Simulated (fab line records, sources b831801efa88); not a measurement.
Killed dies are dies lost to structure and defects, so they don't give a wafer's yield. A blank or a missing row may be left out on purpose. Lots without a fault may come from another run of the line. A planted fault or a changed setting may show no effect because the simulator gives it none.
One fault seen from 2 desks | flow gf180mcu | each desk has only its own numbers; what lay behind them comes last

THE METROLOGY DESK
What the gauges read, lot by lot, whatever tool the lot ran on: means of the sampled wafers that have a number. A lot is out of limits, marked OUT, if its mean lies more than 4 standard deviations from the usual mean; the brackets give that distance.
Columns: A = V2_W_RS at GF_V2_RS_MEAS_24, usual 0.326 ohm/sq; B = V2_W_THK at GF_V2_THK_MEAS_25, usual 365 nm
lot  | first seen here | A     | B
L468 | day 20 12:45    | 0.323 | 362
L469 | day 20 22:03    | 0.322 | 373
L475 | day 22 22:58    | 0.321 | 371
L476 | day 23 09:13    | 0.318 | 374
L482 | day 25 05:46    | 0.325 | 362
L483 | day 25 15:23    | 0.327 | 360
L484 | day 25 23:59    | 0.323 | 369
L485 | day 26 06:03    | 0.321 | 371
L486 | day 26 09:32    | 0.325 | 365
L487 | day 27 00:04    | 0.326 | 367
L488 | day 27 02:37    | 0.326 | 367
This desk's finding: nothing out of limits on any of the 11 lots.

THE TOOL OWNER'S DESK: cvd_w-01
The tool's own readings at GF_V2_CVD_23 (deposits W, target thk 350 nm, time 104.94 s): means of the sampled wafers that have a number, for each lot that ran on this tool. A lot is out of limits, marked OUT, if its mean lies more than 4 standard deviations from the usual mean; the brackets give that distance.
Columns: A = chamber_pressure_Torr at GF_V2_CVD_23, usual 40.00 Torr; B = heater_power_w at GF_V2_CVD_23, usual 758 W
lot  | first seen here | A               | B
L468 | day 20 12:37    | 40.04           | 691
L469 | day 20 21:55    | 39.96           | 685
L475 | day 22 22:52    | 41.44 (+15) OUT | 699
L476 | day 23 09:04    | 41.34 (+14) OUT | 682
L484 | day 25 23:53    | 39.96           | 709
L485 | day 26 05:56    | 40.03           | 689
L486 | day 26 09:24    | 40.01           | 694
L488 | day 27 02:29    | 40.06           | 699
This desk's finding: out of limits on L475, L476; first on L475, day 22 22:52 (chamber_pressure_Torr at GF_V2_CVD_23). In limits: L468, L469, L484, L485, L486, L488.

PUT TOGETHER
The tool owner's desk could have raised an alarm at day 22 22:52, on L475, L476.
The metrology desk saw nothing out of limits.
The metrology desk has L475, L476 on record, within its limits.
Of the lots named, all ran GF_V2_CVD_23 on cvd_w-01.

WHAT THE SIMULATOR HAD PUT IN
Process parameter drift: cvd_w-01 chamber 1, from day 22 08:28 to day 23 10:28, at GF_V2_CVD_23. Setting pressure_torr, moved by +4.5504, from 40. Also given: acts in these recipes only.
Lots struck among those shown: L475, L476.
Hours from the fault's start to each desk's first reading out of limits: the tool owner's desk, 14.
